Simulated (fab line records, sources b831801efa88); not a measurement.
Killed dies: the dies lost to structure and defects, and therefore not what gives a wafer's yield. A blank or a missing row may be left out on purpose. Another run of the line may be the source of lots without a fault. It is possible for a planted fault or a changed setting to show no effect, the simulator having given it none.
Comparing a struck lot with a sound one + flow sky130 + 19 out of 708 route steps
Sound: the wafers L727.2, L727.4, L727.5. Wafers L734.1, L734.2, L734.4 were the ones struck. The cause is named last.
Each step with rows lists, per side, the tool, then ch with its chambers, then its first start. Under that, the readings that differ: sound wafers + struck wafers + difference of the means + sigmas: that difference in standard deviations of wafers without a fault.
alike: readings whose means differ by less than 2 such deviations, and words and numbers that are the same on both sides. not compared: withheld readings, readings that some wafer has no value for, bounds like >300 that may hide the same value, and numbers for which the record gives no deviation and whose values overlap.
Wherever a step has rows on one side only, a row that says differs or no value, or a row with sigmas, the two part there. Numbers that have no deviation but don't overlap get no sigmas and don't part them. Lack of a reading on every wafer of one side parts them only where that side has two or more wafers.

first, 4 steps without rows for these wafers: SKY_METAL2_STRIP_21 (strips in post etch residue remover, time 1200 s); SKY_METAL2_CLEAN_22 (cleans in IPA, time 180 s); SKY_METAL2_CLEAN_23 (cleans in O3/DIW); SKY_VIA2_HDPCVD_00 (deposits SiO2, target thk 1180 nm, time 196.7 s).
SKY_VIA2_THK_MEAS_01:
  sound: film metro-03 at day 36 23:58; struck: film metro-01 at day 38 11:51
  alike: VIA2_HDPCVD_THK
SKY_VIA2_CMP_02: polishes SiO2.
  sound on cmp-02 ch 0,3, day 37 00:01; struck on cmp-02 ch 0,1,3, day 38 12:35
  alike: motor current A
SKY_VIA2_BOW_MEAS_03:
  sound: film metro-01 at day 37 00:20; struck: film metro-01 at day 38 12:53
  alike: VIA2_BOW
then, 5 steps without rows for these wafers: SKY_VIA2_DEHYDRATE_04 (time 60 s); SKY_VIA2_HMDS_05 (prime time 60 s); SKY_VIA2_COAT_06 (resist thk 60 nm); SKY_VIA2_COAT_07 (resist thk 450 nm); SKY_VIA2_SOFTBAKE_08 (time 90 s).
SKY_VIA2_EXPOSE_09: exposes mask VIM2, target cd 200 nm.
  sound on krf scanner-01 ch 0, day 37 13:49; struck on krf scanner-02 ch 0, day 39 01:13
| reading                      | sound             | struck            | difference | sigmas |
|------------------------------|-------------------|-------------------|------------|--------|
| model.VIA2.overlay x nm (nm) | -5.75 -5.75 -5.75 | 37.03 37.03 37.03 | +42.78     |        |
  alike: mask
then, 2 steps without rows for these wafers: SKY_VIA2_PEB_10; SKY_VIA2_DEVELOP_11 (develop time 60 s).
SKY_VIA2_CD_MEAS_12: the cd target is 200 nm.
  sound: cd sem-02 at day 38 02:34; struck: cd sem-01 at day 39 13:12
  alike: cd nm
SKY_VIA2_OVL_MEAS_13:
  sound: overlay-01 at day 38 02:40; struck: overlay-02 at day 39 13:19
| reading       | sound     | struck   | difference | sigmas |
|---------------|-----------|----------|------------|--------|
| VIA2_OVL (nm) | -8 -8 -11 | 34 33 37 | +44        | +8     |
SKY_VIA2_ETCH_14: etches BARC in N2/H2, stops on SiO2, time 45.9 s, target depth 60 nm.
  sound on rie diel-01 ch 0,3, day 38 02:42; struck on rie diel-03 ch 1,2,3, day 39 13:21
  alike: drypump motor current A, oes product au, throttle valve pct
  not compared: rf hours counter h
-- the record jumps here: 9 days lie between the struck wafers' starts before and after (it left off in module VIA2 and takes up again in module PAD_OPEN, whose first step shown is number 708 of the route) --
SKY_PAD_OPEN_PROBE_99:
  sound: prober-02 at day 47 05:28; struck: prober-01 at day 48 12:27
  alike: defect limited yield, killed_at_M0_to_M3, killed_at_M4_up, killed at contacts, killed at front end, killed at other, killed dies, killed open, killed short, sort_bin_3_pad_short, sort_bin_5_function, sort_bin_6_memory, sort n pass, sort yield pct

WHERE THEY PART
Only at SKY_VIA2_OVL_MEAS_13, within this record. Later steps at which nothing parts them and some readings are alike: SKY_VIA2_ETCH_14, SKY_PAD_OPEN_PROBE_99.

WHY: what the simulator had put in
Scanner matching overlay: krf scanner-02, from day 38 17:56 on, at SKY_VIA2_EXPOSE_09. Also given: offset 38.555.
